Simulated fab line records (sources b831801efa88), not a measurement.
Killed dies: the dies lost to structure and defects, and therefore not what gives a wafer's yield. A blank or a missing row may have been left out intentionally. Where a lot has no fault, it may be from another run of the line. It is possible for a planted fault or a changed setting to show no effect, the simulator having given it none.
Which of the tools did it? | flow sky130 | 24 lots with 72 wafers sampled at 5 steps, on a route of 708 steps

WHAT EACH GAUGE READ, for each wafer
SKY_LOCAL_INTERCONNECT_THK_MEAS_02: measures by xrf.
lot  | measured     | on            | LOCAL_INTERCONNECT_TIN_THK (nm)
L074 | day 30 10:38 | film-metro-03 | 100.4 99.8 100.4
L075 | day 30 10:02 | film-metro-02 | 100.9 100.3 100.8
L076 | day 30 12:03 | film-metro-03 | 102.0 101.1 100.3
L077 | day 30 11:34 | film-metro-01 | 100.1 101.0 102.1
L079 | day 30 11:05 | film-metro-03 | 101.9 101.8 101.6
L078 | day 30 12:34 | film-metro-01 | 100.8 102.3 102.1
L080 | day 30 12:50 | film-metro-02 | 101.7 101.7 102.2
L081 | day 30 17:38 | film-metro-03 | 101.8 101.6 101.9
L082 | day 31 21:30 | film-metro-03 | 101.5 99.4 100.4
L083 | day 31 23:35 | film-metro-02 | 101.4 101.0 102.2
L084 | day 32 08:22 | film-metro-01 | 102.1 101.8 101.7
L086 | day 37 01:20 | film-metro-03 | 100.4 101.3 99.9
L085 | day 37 04:38 | film-metro-02 | 101.8 100.4 99.4
L087 | day 37 02:38 | film-metro-01 | 102.4 101.1 102.0
L088 | day 37 03:21 | film-metro-02 | 98.8 98.2 99.1
L089 | day 37 02:56 | film-metro-01 | 103.2 101.8 102.5
L091 | day 37 05:40 | film-metro-03 | 102.3 103.8 102.4
L090 | day 37 06:51 | film-metro-01 | 102.0 101.6 101.6
L092 | day 37 11:07 | film-metro-03 | 102.0 100.8 102.4
L093 | day 37 03:00 | film-metro-03 | 99.2 101.6 100.6
L094 | day 37 07:24 | film-metro-02 | 101.5 100.8 101.5
L095 | day 37 05:20 | film-metro-01 | 101.7 101.4 104.4
L096 | day 37 08:25 | film-metro-01 | 100.7 100.6 101.8
L097 | day 37 09:01 | film-metro-01 | 102.3 102.3 101.7

SKY_CONTACT_CD_MEAS_14: target cd 170 nm.
lot  | measured     | on        | cd-nm (nm)
L074 | day 32 19:59 | cd-sem-02 | 170.7 170.5 169.1
L075 | day 32 18:45 | cd-sem-02 | 172.1 171.7 171.1
L076 | day 32 20:45 | cd-sem-01 | 167.6 167.0 168.9
L077 | day 32 20:25 | cd-sem-02 | 169.1 169.6 168.9
L079 | day 32 20:06 | cd-sem-02 | 168.7 168.3 169.4
L078 | day 32 21:05 | cd-sem-02 | 173.3 171.9 171.5
L080 | day 32 21:05 | cd-sem-01 | 170.7 170.7 172.2
L081 | day 33 00:50 | cd-sem-01 | 168.0 168.5 169.3
L082 | day 34 03:48 | cd-sem-02 | 168.9 169.6 168.4
L083 | day 34 05:56 | cd-sem-02 | 168.3 168.2 167.2
L084 | day 34 13:20 | cd-sem-02 | 167.5 168.1 168.4
L086 | day 39 03:26 | cd-sem-01 | 170.4 170.8 169.7
L085 | day 39 06:45 | cd-sem-01 | 169.1 168.9 168.1
L087 | day 39 05:36 | cd-sem-02 | 168.0 169.8 168.9
L088 | day 39 06:44 | cd-sem-02 | 171.4 170.2 169.7
L089 | day 39 05:35 | cd-sem-01 | 170.6 169.9 168.8
L091 | day 39 07:26 | cd-sem-02 | 170.6 171.4 169.9
L090 | day 39 09:26 | cd-sem-02 | 171.6 172.1 171.5
L092 | day 39 12:37 | cd-sem-01 | 171.5 172.0 173.2
L093 | day 39 06:20 | cd-sem-01 | 169.8 171.6 171.7
L094 | day 39 09:32 | cd-sem-01 | 170.1 168.2 168.9
L095 | day 39 07:11 | cd-sem-01 | 169.5 169.6 170.5
L096 | day 39 10:57 | cd-sem-02 | 170.8 172.7 171.9
L097 | day 39 11:17 | cd-sem-01 | 172.7 173.8 171.9

SKY_METAL1_RS_MEAS_05: measurement is done with a four-point probe.
lot  | measured     | on            | METAL1_ALCU_RS (ohm/sq)
L074 | day 32 21:40 | film-metro-04 | 0.1260 0.1258 0.1261
L075 | day 32 20:25 | film-metro-03 | 0.1260 0.1269 0.1274
L076 | day 32 22:27 | film-metro-04 | 0.1280 0.1283 0.1279
L077 | day 32 22:19 | film-metro-03 | 0.1248 0.1281 0.1271
L079 | day 32 21:58 | film-metro-04 | 0.1286 0.1300 0.1291
L078 | day 32 22:46 | film-metro-01 | 0.1261 0.1256 0.1238
L080 | day 32 22:46 | film-metro-03 | 0.1277 0.1275 0.1274
L081 | day 33 02:31 | film-metro-01 | 0.1266 0.1268 0.1255
L082 | day 34 06:05 | film-metro-03 | 0.1256 0.1272 0.1274
L083 | day 34 07:57 | film-metro-01 | 0.1271 0.1263 0.1275
L084 | day 34 15:01 | film-metro-01 | 0.1265 0.1239 0.1275
L086 | day 39 05:07 | film-metro-01 | 0.1260 0.1238 0.1257
L085 | day 39 08:30 | film-metro-01 | 0.1285 0.1292 0.1303
L087 | day 39 07:23 | film-metro-01 | 0.1263 0.1278 0.1249
L088 | day 39 08:25 | film-metro-03 | 0.1287 0.1294 0.1299
L089 | day 39 07:16 | film-metro-03 | 0.1289 0.1263 0.1256
L091 | day 39 09:13 | film-metro-01 | 0.1284 0.1269 0.1282
L090 | day 39 11:10 | film-metro-01 | 0.1252 0.1273 0.1261
L092 | day 39 14:23 | film-metro-01 | 0.1268 0.1250 0.1275
L093 | day 39 08:06 | film-metro-04 | 0.1284 0.1268 0.1262
L094 | day 39 11:22 | film-metro-03 | 0.1287 0.1257 0.1272
L095 | day 39 08:51 | film-metro-03 | 0.1263 0.1291 0.1278
L096 | day 39 12:43 | film-metro-01 | 0.1277 0.1270 0.1275
L097 | day 39 12:57 | film-metro-01 | 0.1266 0.1273 0.1268

WHAT TOOL EACH LOT RAN ON (gives the tool, then ch and the chambers of the sampled wafers, and finally the start)
lot  | SKY_GATE_OXIDE_STRIP_13              | SKY_METAL1_SPUTTER_01
L074 | plasma-asher-03 ch 1, day 14 01:19   | pvd-sputter-02, day 32 21:33
L075 | plasma-asher-02 ch 0,1, day 14 07:14 | pvd-sputter-02, day 32 20:18
L076 | plasma-asher-03 ch 0,1, day 14 15:46 | pvd-sputter-01, day 32 22:19
L077 | plasma-asher-03 ch 0,1, day 14 19:45 | pvd-sputter-02, day 32 22:09
L079 | plasma-asher-03 ch 0,1, day 15 03:43 | pvd-sputter-01, day 32 21:51
L078 | plasma-asher-02 ch 0,1, day 15 10:37 | pvd-sputter-03, day 32 22:35
L080 | plasma-asher-03 ch 0,1, day 15 22:55 | pvd-sputter-02, day 32 22:39
L081 | plasma-asher-03 ch 0,1, day 16 10:08 | pvd-sputter-01, day 33 02:24
L082 | plasma-asher-04 ch 0,1, day 17 00:13 | pvd-sputter-01, day 34 05:57
L083 | plasma-asher-04 ch 0,1, day 17 02:07 | pvd-sputter-02, day 34 07:50
L084 | plasma-asher-04 ch 0,1, day 17 20:55 | pvd-sputter-03, day 34 14:50
L086 | plasma-asher-03 ch 0,1, day 18 13:28 | pvd-sputter-02, day 39 05:00
L085 | plasma-asher-04 ch 0,1, day 18 14:07 | pvd-sputter-02, day 39 08:22
L087 | plasma-asher-04 ch 0,1, day 18 14:16 | pvd-sputter-02, day 39 07:15
L088 | plasma-asher-02 ch 0,1, day 19 00:43 | pvd-sputter-03, day 39 08:15
L089 | plasma-asher-04 ch 0, day 19 07:34   | pvd-sputter-03, day 39 07:08
L091 | plasma-asher-02 ch 0,1, day 19 18:22 | pvd-sputter-03, day 39 09:01
L090 | plasma-asher-03 ch 0,1, day 19 20:11 | pvd-sputter-02, day 39 11:03
L092 | plasma-asher-03 ch 0,1, day 20 06:04 | pvd-sputter-02, day 39 14:14
L093 | plasma-asher-02 ch 0,1, day 20 11:22 | pvd-sputter-02, day 39 07:59
L094 | plasma-asher-04 ch 0, day 20 20:58   | pvd-sputter-01, day 39 11:14
L095 | plasma-asher-03 ch 0,1, day 21 08:01 | pvd-sputter-01, day 39 08:44
L096 | plasma-asher-03 ch 0,1, day 21 17:22 | pvd-sputter-01, day 39 12:35
L097 | plasma-asher-04 ch 0,1, day 21 21:52 | pvd-sputter-02, day 39 12:50
- SKY_GATE_OXIDE_STRIP_13: strips in O2/N2.
- SKY_METAL1_SPUTTER_01: material TiN, target thk 20 nm, time 16.7 s.

AS READ BY THE TOOLS THEMSELVES (means over the sampled wafers that have a number; for cases with no such wafer, the mark the record gives instead)
SKY_GATE_OXIDE_STRIP_13.
lot  | tool            | drypump-motor-current-A (A) | oes-product-au (a.u.) | strip-time-to-endpoint-s (s)
L074 | plasma-asher-03 | 5.47                        | 0.714                 | 14.20
L075 | plasma-asher-02 | 5.49                        | 0.712                 | 14.22
L076 | plasma-asher-03 | 5.63                        | 0.715                 | 14.16
L077 | plasma-asher-03 | 5.64                        | 0.715                 | 14.22
L079 | plasma-asher-03 | 5.64                        | 0.719                 | 14.21
L078 | plasma-asher-02 | 5.41                        | 0.712                 | 14.20
L080 | plasma-asher-03 | 5.63                        | 0.714                 | 14.17
L081 | plasma-asher-03 | 5.77                        | 0.711                 | 14.11
L082 | plasma-asher-04 | 5.71                        | 0.717                 | 14.12
L083 | plasma-asher-04 | 5.71                        | 0.718                 | 14.14
L084 | plasma-asher-04 | 5.70                        | 0.711                 | 14.18
L086 | plasma-asher-03 | 5.61                        | 0.714                 | 14.12
L085 | plasma-asher-04 | 5.66                        | 0.716                 | 14.14
L087 | plasma-asher-04 | 5.70                        | 0.714                 | 14.16
L088 | plasma-asher-02 | 5.40                        | 0.717                 | 14.11
L089 | plasma-asher-04 | 5.75                        | 0.717                 | 14.12
L091 | plasma-asher-02 | 5.51                        | 0.710                 | 14.13
L090 | plasma-asher-03 | 5.62                        | 0.712                 | 14.18
L092 | plasma-asher-03 | 5.64                        | 0.717                 | 14.15
L093 | plasma-asher-02 | 5.50                        | 0.712                 | 14.12
L094 | plasma-asher-04 | 5.73                        | 0.720                 | 14.19
L095 | plasma-asher-03 | 5.59                        | 0.717                 | 14.19
L096 | plasma-asher-03 | 5.62                        | 0.717                 | 14.16
L097 | plasma-asher-04 | 5.67                        | 0.714                 | 14.16

SKY_METAL1_SPUTTER_01.
lot  | tool           | throttle-valve-pct (%)
L074 | pvd-sputter-02 | 31.0
L075 | pvd-sputter-02 | 30.4
L076 | pvd-sputter-01 | 29.9
L077 | pvd-sputter-02 | 30.1
L079 | pvd-sputter-01 | 29.8
L078 | pvd-sputter-03 | 29.9
L080 | pvd-sputter-02 | 30.7
L081 | pvd-sputter-01 | 30.2
L082 | pvd-sputter-01 | 30.2
L083 | pvd-sputter-02 | 30.6
L084 | pvd-sputter-03 | 29.2
L086 | pvd-sputter-02 | 30.6
L085 | pvd-sputter-02 | 30.1
L087 | pvd-sputter-02 | 30.6
L088 | pvd-sputter-03 | 29.7
L089 | pvd-sputter-03 | 29.4
L091 | pvd-sputter-03 | 29.9
L090 | pvd-sputter-02 | 30.6
L092 | pvd-sputter-02 | 30.0
L093 | pvd-sputter-02 | 30.3
L094 | pvd-sputter-01 | 29.6
L095 | pvd-sputter-01 | 30.2
L096 | pvd-sputter-01 | 29.4
L097 | pvd-sputter-02 | 30.1

THE ANSWER, worked out from the rows above alone
Rule: usual is defined by the lots themselves. The widest of any qualifying gaps counts: lots, ordered by their means at a reading, are off when they make up no more than a third of the lots, leave a main group of 4 or more, and stand apart from it by 3 or more times the standard deviation of that group's means. If all means in a main group match to the digits the tables above print for the reading, that group is not used. Also off: a lot with no number at a reading for which 4 or more lots have one. The other lots that the step has rows for count as sound. After the gauges, taken in route order, come the tools' own readings; for these a lot's mean is taken, as printed above. The first step at which some lot is off is used, and at that step the reading that is off furthest; a lot without a number counts as furthest.
None of the lots is off at any reading shown; this tells nothing.

WHAT THE SIMULATOR HAD PUT IN
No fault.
